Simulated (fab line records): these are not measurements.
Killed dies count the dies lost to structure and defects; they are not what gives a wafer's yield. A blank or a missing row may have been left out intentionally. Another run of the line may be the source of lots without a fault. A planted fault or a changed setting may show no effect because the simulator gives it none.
Which tool was responsible? || flow sky130 || 27 wafers from 9 lots sampled at 6 of the route's 708 steps

## WHAT EACH GAUGE READ, for each wafer
SKY_METAL5_RS_MEAS_05: uses a four-point probe to measure.
{"lot": "L623", "measured": "day 43 12:56", "on": "film-metro-01", "METAL5_ALCU_RS (ohm/sq)": "0.02646 0.02702 0.02657"}
{"lot": "L624", "measured": "day 43 15:16", "on": "film-metro-03", "METAL5_ALCU_RS (ohm/sq)": "0.02689 0.02715 0.02676"}
{"lot": "L625", "measured": "day 44 09:25", "on": "film-metro-03", "METAL5_ALCU_RS (ohm/sq)": "0.02674 0.02701 0.02725"}
{"lot": "L626", "measured": "day 44 10:55", "on": "film-metro-01", "METAL5_ALCU_RS (ohm/sq)": "0.02733 0.02698 0.02689"}
{"lot": "L627", "measured": "day 44 15:54", "on": "film-metro-03", "METAL5_ALCU_RS (ohm/sq)": "0.02676 0.02698 0.02683"}
{"lot": "L634", "measured": "day 46 13:01", "on": "film-metro-02", "METAL5_ALCU_RS (ohm/sq)": "0.02715 0.04301 0.02707"}
{"lot": "L635", "measured": "day 46 19:33", "on": "film-metro-03", "METAL5_ALCU_RS (ohm/sq)": "0.02711 0.02694 0.02676"}
{"lot": "L642", "measured": "day 48 00:31", "on": "film-metro-03", "METAL5_ALCU_RS (ohm/sq)": "0.02765 0.02724 0.02731"}
{"lot": "L643", "measured": "day 48 10:14", "on": "film-metro-03", "METAL5_ALCU_RS (ohm/sq)": "0.0266 0.02684 0.02714"}

SKY_METAL5_THK_MEAS_06: measures by xrf.
{"lot": "L623", "measured": "day 43 13:02", "on": "film-metro-01", "METAL5_ALCU_THK (nm)": "1167 1150 1167"}
{"lot": "L624", "measured": "day 43 15:23", "on": "film-metro-03", "METAL5_ALCU_THK (nm)": "1161 1149 1173"}
{"lot": "L625", "measured": "day 44 09:31", "on": "film-metro-03", "METAL5_ALCU_THK (nm)": "1159 1156 1139"}
{"lot": "L626", "measured": "day 44 11:02", "on": "film-metro-01", "METAL5_ALCU_THK (nm)": "1120 1143 1142"}
{"lot": "L627", "measured": "day 44 16:01", "on": "film-metro-03", "METAL5_ALCU_THK (nm)": "1164 1160 1166"}
{"lot": "L634", "measured": "day 46 13:08", "on": "film-metro-02", "METAL5_ALCU_THK (nm)": "1145 723 1148"}
{"lot": "L635", "measured": "day 46 19:39", "on": "film-metro-03", "METAL5_ALCU_THK (nm)": "1150 1164 1167"}
{"lot": "L642", "measured": "day 48 00:38", "on": "film-metro-03", "METAL5_ALCU_THK (nm)": "1126 1150 1145"}
{"lot": "L643", "measured": "day 48 10:21", "on": "film-metro-03", "METAL5_ALCU_THK (nm)": "1175 1159 1159"}

## EACH LOT AND THE TOOL THAT RAN IT (in order: tool; ch and the chambers of the sampled wafers; start)
{"lot": "L623", "SKY_CAP2M_SPUTTER_02": "pvd-sputter-01, day 40 10:56", "SKY_CAP2M_METAL_ETCH_13": "rie-metal-01 ch 0,1, day 41 11:08", "SKY_VIA4_STRIP_13": "plasma-asher-01 ch 0,1, day 43 11:29", "SKY_METAL5_SPUTTER_02": "pvd-sputter-04, day 43 12:47"}
{"lot": "L624", "SKY_CAP2M_SPUTTER_02": "pvd-sputter-02, day 40 13:46", "SKY_CAP2M_METAL_ETCH_13": "rie-metal-04 ch 0,1, day 41 14:04", "SKY_VIA4_STRIP_13": "plasma-asher-04 ch 0,1, day 43 13:46", "SKY_METAL5_SPUTTER_02": "pvd-sputter-02, day 43 15:09"}
{"lot": "L625", "SKY_CAP2M_SPUTTER_02": "pvd-sputter-02, day 41 09:13", "SKY_CAP2M_METAL_ETCH_13": "rie-metal-03 ch 0,1, day 42 08:46", "SKY_VIA4_STRIP_13": "plasma-asher-04 ch 0, day 44 07:54", "SKY_METAL5_SPUTTER_02": "pvd-sputter-02, day 44 09:16"}
{"lot": "L626", "SKY_CAP2M_SPUTTER_02": "pvd-sputter-03, day 41 10:41", "SKY_CAP2M_METAL_ETCH_13": "rie-metal-04 ch 0,1, day 42 09:58", "SKY_VIA4_STRIP_13": "plasma-asher-04 ch 0,1, day 44 09:28", "SKY_METAL5_SPUTTER_02": "pvd-sputter-02, day 44 10:48"}
{"lot": "L627", "SKY_CAP2M_SPUTTER_02": "pvd-sputter-03, day 41 14:53", "SKY_CAP2M_METAL_ETCH_13": "rie-metal-03 ch 0,1, day 42 14:22", "SKY_VIA4_STRIP_13": "plasma-asher-01 ch 0,1, day 44 14:27", "SKY_METAL5_SPUTTER_02": "pvd-sputter-04, day 44 15:47"}
{"lot": "L634", "SKY_CAP2M_SPUTTER_02": "pvd-sputter-02, day 43 17:56", "SKY_CAP2M_METAL_ETCH_13": "rie-metal-01 ch 1, day 44 15:46", "SKY_VIA4_STRIP_13": "plasma-asher-02 ch 0,1, day 46 11:31", "SKY_METAL5_SPUTTER_02": "pvd-sputter-02, day 46 12:54"}
{"lot": "L635", "SKY_CAP2M_SPUTTER_02": "pvd-sputter-03, day 44 00:16", "SKY_CAP2M_METAL_ETCH_13": "rie-metal-01 ch 0,1, day 44 22:18", "SKY_VIA4_STRIP_13": "plasma-asher-04 ch 0,1, day 46 17:50", "SKY_METAL5_SPUTTER_02": "pvd-sputter-01, day 46 19:23"}
{"lot": "L642", "SKY_CAP2M_SPUTTER_02": "pvd-sputter-02, day 45 07:47", "SKY_CAP2M_METAL_ETCH_13": "rie-metal-01 ch 0,1, day 46 04:23", "SKY_VIA4_STRIP_13": "plasma-asher-02 ch 0,1, day 47 22:51", "SKY_METAL5_SPUTTER_02": "pvd-sputter-01, day 48 00:23"}
{"lot": "L643", "SKY_CAP2M_SPUTTER_02": "pvd-sputter-03, day 45 19:20", "SKY_CAP2M_METAL_ETCH_13": "rie-metal-01 ch 0,1, day 46 16:17", "SKY_VIA4_STRIP_13": "plasma-asher-01 ch 0,1, day 48 08:46", "SKY_METAL5_SPUTTER_02": "pvd-sputter-04, day 48 10:07"}
- SKY_CAP2M_SPUTTER_02: material TiN, target thk 200 nm, time 166.7 s.
- SKY_CAP2M_METAL_ETCH_13: etches TiN in Cl2/BCl3, stops on SiO2, target depth 220 nm, time 62.9 s.
- SKY_VIA4_STRIP_13: strips in O2/N2.
- SKY_METAL5_SPUTTER_02: material AlCu, target thk 1150 nm, time 61.2 s.

## AS READ BY THE TOOLS THEMSELVES (means over the sampled wafers that have a number; for cases with no such wafer, the mark the record gives instead)
SKY_CAP2M_SPUTTER_02.
{"lot": "L623", "tool": "pvd-sputter-01", "throttle-valve-pct (%)": 31.0}
{"lot": "L624", "tool": "pvd-sputter-02", "throttle-valve-pct (%)": 30.5}
{"lot": "L625", "tool": "pvd-sputter-02", "throttle-valve-pct (%)": 30.0}
{"lot": "L626", "tool": "pvd-sputter-03", "throttle-valve-pct (%)": 30.2}
{"lot": "L627", "tool": "pvd-sputter-03", "throttle-valve-pct (%)": 30.7}
{"lot": "L634", "tool": "pvd-sputter-02", "throttle-valve-pct (%)": 30.3}
{"lot": "L635", "tool": "pvd-sputter-03", "throttle-valve-pct (%)": 30.8}
{"lot": "L642", "tool": "pvd-sputter-02", "throttle-valve-pct (%)": 30.8}
{"lot": "L643", "tool": "pvd-sputter-03", "throttle-valve-pct (%)": 30.3}

SKY_CAP2M_METAL_ETCH_13.
{"lot": "L623", "tool": "rie-metal-01", "bias-w (W)": 48.58, "chamber-pressure-mTorr (mTorr)": 9.995, "drypump-motor-current-A (A)": 6.03, "oes-product-au (a.u.)": 0.942, "throttle-valve-pct (%)": 21.892}
{"lot": "L624", "tool": "rie-metal-04", "bias-w (W)": 48.51, "chamber-pressure-mTorr (mTorr)": 10.003, "drypump-motor-current-A (A)": 6.40, "oes-product-au (a.u.)": 0.941, "throttle-valve-pct (%)": 21.902}
{"lot": "L625", "tool": "rie-metal-03", "bias-w (W)": 48.51, "chamber-pressure-mTorr (mTorr)": 10.000, "drypump-motor-current-A (A)": 6.17, "oes-product-au (a.u.)": 0.951, "throttle-valve-pct (%)": 21.900}
{"lot": "L626", "tool": "rie-metal-04", "bias-w (W)": 48.35, "chamber-pressure-mTorr (mTorr)": 9.999, "drypump-motor-current-A (A)": 6.21, "oes-product-au (a.u.)": 0.936, "throttle-valve-pct (%)": 21.905}
{"lot": "L627", "tool": "rie-metal-03", "bias-w (W)": 48.44, "chamber-pressure-mTorr (mTorr)": 9.994, "drypump-motor-current-A (A)": 6.19, "oes-product-au (a.u.)": 0.937, "throttle-valve-pct (%)": 21.911}
{"lot": "L634", "tool": "rie-metal-01", "bias-w (W)": 48.59, "chamber-pressure-mTorr (mTorr)": 10.010, "drypump-motor-current-A (A)": 5.99, "oes-product-au (a.u.)": 0.949, "throttle-valve-pct (%)": 21.903}
{"lot": "L635", "tool": "rie-metal-01", "bias-w (W)": 48.68, "chamber-pressure-mTorr (mTorr)": 9.998, "drypump-motor-current-A (A)": 6.02, "oes-product-au (a.u.)": 0.938, "throttle-valve-pct (%)": 21.895}
{"lot": "L642", "tool": "rie-metal-01", "bias-w (W)": 48.54, "chamber-pressure-mTorr (mTorr)": 9.998, "drypump-motor-current-A (A)": 6.02, "oes-product-au (a.u.)": 0.942, "throttle-valve-pct (%)": 21.901}
{"lot": "L643", "tool": "rie-metal-01", "bias-w (W)": 48.70, "chamber-pressure-mTorr (mTorr)": 10.004, "drypump-motor-current-A (A)": 6.03, "oes-product-au (a.u.)": 0.939, "throttle-valve-pct (%)": 21.896}

SKY_VIA4_STRIP_13.
{"lot": "L623", "tool": "plasma-asher-01", "chamber-pressure-mTorr (mTorr)": 1500.5, "drypump-motor-current-A (A)": 5.3, "oes-product-au (a.u.)": 0.708, "strip-time-to-endpoint-s (s)": 12.804}
{"lot": "L624", "tool": "plasma-asher-04", "chamber-pressure-mTorr (mTorr)": 1499.9, "drypump-motor-current-A (A)": 6.4, "oes-product-au (a.u.)": 0.713, "strip-time-to-endpoint-s (s)": 12.832}
{"lot": "L625", "tool": "plasma-asher-04", "chamber-pressure-mTorr (mTorr)": 1499.9, "drypump-motor-current-A (A)": 6.4, "oes-product-au (a.u.)": 0.709, "strip-time-to-endpoint-s (s)": 12.807}
{"lot": "L626", "tool": "plasma-asher-04", "chamber-pressure-mTorr (mTorr)": 1501.3, "drypump-motor-current-A (A)": 6.3, "oes-product-au (a.u.)": 0.708, "strip-time-to-endpoint-s (s)": 12.808}
{"lot": "L627", "tool": "plasma-asher-01", "chamber-pressure-mTorr (mTorr)": 1500.7, "drypump-motor-current-A (A)": 5.7, "oes-product-au (a.u.)": 0.709, "strip-time-to-endpoint-s (s)": 12.809}
{"lot": "L634", "tool": "plasma-asher-02", "chamber-pressure-mTorr (mTorr)": 1500.3, "drypump-motor-current-A (A)": 5.7, "oes-product-au (a.u.)": 0.705, "strip-time-to-endpoint-s (s)": 12.821}
{"lot": "L635", "tool": "plasma-asher-04", "chamber-pressure-mTorr (mTorr)": 1499.6, "drypump-motor-current-A (A)": 6.3, "oes-product-au (a.u.)": 0.709, "strip-time-to-endpoint-s (s)": 12.787}
{"lot": "L642", "tool": "plasma-asher-02", "chamber-pressure-mTorr (mTorr)": 1500.3, "drypump-motor-current-A (A)": 5.7, "oes-product-au (a.u.)": 0.709, "strip-time-to-endpoint-s (s)": 12.804}
{"lot": "L643", "tool": "plasma-asher-01", "chamber-pressure-mTorr (mTorr)": 1500.8, "drypump-motor-current-A (A)": 5.3, "oes-product-au (a.u.)": 0.708, "strip-time-to-endpoint-s (s)": 12.819}

SKY_METAL5_SPUTTER_02.
{"lot": "L623", "tool": "pvd-sputter-04", "throttle-valve-pct (%)": 29.1}
{"lot": "L624", "tool": "pvd-sputter-02", "throttle-valve-pct (%)": 31.0}
{"lot": "L625", "tool": "pvd-sputter-02", "throttle-valve-pct (%)": 30.0}
{"lot": "L626", "tool": "pvd-sputter-02", "throttle-valve-pct (%)": 29.9}
{"lot": "L627", "tool": "pvd-sputter-04", "throttle-valve-pct (%)": 29.5}
{"lot": "L634", "tool": "pvd-sputter-02", "throttle-valve-pct (%)": 30.7}
{"lot": "L635", "tool": "pvd-sputter-01", "throttle-valve-pct (%)": 31.8}
{"lot": "L642", "tool": "pvd-sputter-01", "throttle-valve-pct (%)": 30.8}
{"lot": "L643", "tool": "pvd-sputter-04", "throttle-valve-pct (%)": 29.7}

## THE ANSWER, worked out from the rows above alone
Rule: the lots themselves supply what counts as usual. The widest of any qualifying gaps counts: lots, ordered by their means at a reading, are off when they make up no more than a third of the lots, leave a main group of 4 or more, and stand apart from it by 3 or more times the standard deviation of that group's means. A main group whose means are all the same, to the digits that the tables above print for the reading, isn't used. Also off: a lot with no number at a reading for which 4 or more lots have one. The other lots that the step has rows for count as sound. Order of review: gauges by route order, followed by the tools' own readings, for which a lot's mean as printed above is used. The first step at which some lot is off is used, and at that step the reading that is off furthest; a lot without a number counts as furthest.
Off: L634, seen at SKY_METAL5_RS_MEAS_05 (METAL5_ALCU_RS). The main group: mean 0.02697 ohm/sq, standard deviation 0.0002.
If a tool, at a process step before that reading, ran all the lots that are off and no sound lot after the first of them, it fits. Not tried: the gauges at SKY_METAL5_RS_MEAS_05; whatever is off there is also off at SKY_CAP2M_METAL_ETCH_13, on other tools, and gauge error can't account for it. One fits: pvd-sputter-02 at SKY_METAL5_SPUTTER_02. A fault onset in the window from L626 (day 44 10:48, its last sound lot) to L634 (day 46 12:54, its first lot off) fits.

## WHAT THE SIMULATOR HAD INSERTED
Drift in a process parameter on pvd-sputter-02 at SKY_METAL5_SPUTTER_02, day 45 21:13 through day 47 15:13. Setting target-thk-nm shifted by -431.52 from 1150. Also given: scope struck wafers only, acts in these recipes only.
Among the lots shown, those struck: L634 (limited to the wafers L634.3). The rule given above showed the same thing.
